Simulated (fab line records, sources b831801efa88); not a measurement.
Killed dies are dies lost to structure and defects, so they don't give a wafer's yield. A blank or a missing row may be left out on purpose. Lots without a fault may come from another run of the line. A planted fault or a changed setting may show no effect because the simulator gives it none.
Which tool did it? | flow sfq_line | 14 lots, 41 wafers sampled, at 1 step of a route of 325

WHAT THE GAUGES READ, wafer by wafer
The record holds no reading of a measuring or inspecting step that can be judged against a usual standard deviation.

WHICH TOOL RAN EACH LOT (tool, then ch and the chambers of the sampled wafers, then the start)
lot  | SFQ_TRILAYER_I1_DEP_PECVD_045
L544 | pecvd-04 ch 0,1, day 13 02:23
L545 | pecvd-01 ch 0,1, day 13 13:11
L546 | pecvd-01 ch 0,2, day 13 15:35
L548 | pecvd-04 ch 0,2, day 13 22:47
L551 | pecvd-01 ch 0,1,2, day 15 03:29
L552 | pecvd-02 ch 0,2, day 15 14:12
L553 | pecvd-01 ch 1,2, day 15 19:00
L555 | pecvd-04 ch 0,1, day 16 15:24
L557 | pecvd-01 ch 0,1,2, day 17 05:48
L562 | pecvd-04 ch 0,1,2, day 18 11:21
L563 | pecvd-02 ch 1,2, day 18 18:44
L565 | pecvd-02 ch 0,1, day 19 03:57
L566 | pecvd-04 ch 0,1,2, day 19 13:41
L567 | pecvd-02 ch 0,1, day 19 14:51
- SFQ_TRILAYER_I1_DEP_PECVD_045: deposits SiO2 from SiH4/N2O, time 111.11 s, target thk 500 nm.

WHAT THE TOOLS THEMSELVES READ (means of the sampled wafers that have a number; where no wafer has one, the mark that the record gives instead)
SFQ_TRILAYER_I1_DEP_PECVD_045. Usual: chamber_pressure_Torr 2.401 Torr, standard deviation 0.0049; heater_power_w 76 W, standard deviation 15; rf_fwd_power_W 182.2 W, standard deviation 0.7; throttle_valve_pct 24.9 %, standard deviation 1.4.
lot  | tool     | chamber_pressure_Torr (Torr) | heater_power_w (W) | rf_fwd_power_W (W) | throttle_valve_pct (%) | flag
L544 | pecvd-04 | 2.402                        | 68                 | 182.2              | 23.5                   |
L545 | pecvd-01 | 2.402                        | 82                 | 182.5              | 25.2                   |
L546 | pecvd-01 | 2.401                        | 84                 | 182.2              | 24.1                   |
L548 | pecvd-04 | 2.401                        | 84                 | 182.2              | 22.6                   |
L551 | pecvd-01 | 2.400                        | 78                 | 183.1              | 24.9                   |
L552 | pecvd-02 | 2.400                        | 92                 | 181.5              | 25.7                   |
L553 | pecvd-01 | 2.399                        | 100                | 153.3              | 24.8                   | OFF
L555 | pecvd-04 | 2.400                        | 68                 | 182.4              | 23.7                   |
L557 | pecvd-01 | 2.397                        | 90                 | 153.0              | 25.3                   | OFF
L562 | pecvd-04 | 2.400                        | 70                 | 182.3              | 23.4                   |
L563 | pecvd-02 | 2.401                        | 61                 | 182.0              | 26.5                   |
L565 | pecvd-02 | 2.400                        | 64                 | 181.0              | 26.3                   |
L566 | pecvd-04 | 2.401                        | 68                 | 182.0              | 23.3                   |
L567 | pecvd-02 | 2.401                        | 56                 | 181.7              | 26.6                   |

THE ANSWER, worked out from the rows above alone
Rule: a lot is off if the mean of its wafers that have a number lies more than 3 standard deviations from the usual mean. A lot without any number at a reading at which 4 lots or more have one is off too. The other lots that the step has rows for count as sound. The gauges are gone through in route order, then the tools' own readings, and for those a lot's mean is taken as printed above. The first step at which some lot is off is used, and at that step the reading that is off furthest; a lot without a number counts as furthest.
Off: L553, L557, at SFQ_TRILAYER_I1_DEP_PECVD_045 (rf_fwd_power_W).
A tool fits if, at that step or a process step before it, it ran every lot that is off, and no sound lot after the first of them. One fits: pecvd-01 at SFQ_TRILAYER_I1_DEP_PECVD_045. Its last sound lot is L551 (day 15 03:29), its first lot that is off L553 (day 15 19:00): a fault that began between those two fits.
The tool's own readings at SFQ_TRILAYER_I1_DEP_PECVD_045 bear it out: on the lots that are off they differ by more than 5 times the standard deviation of the sound lots' means. rf_fwd_power_W reads 153.2 W there against 182.1 W on the sound lots.

WHAT THE SIMULATOR HAD PUT IN
Process parameter drift: pecvd-01, from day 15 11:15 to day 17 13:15, at SFQ_TRILAYER_I1_DEP_PECVD_045. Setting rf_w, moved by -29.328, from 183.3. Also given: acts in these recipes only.
Lots struck among those shown: L553, L557. The rule above found the same.
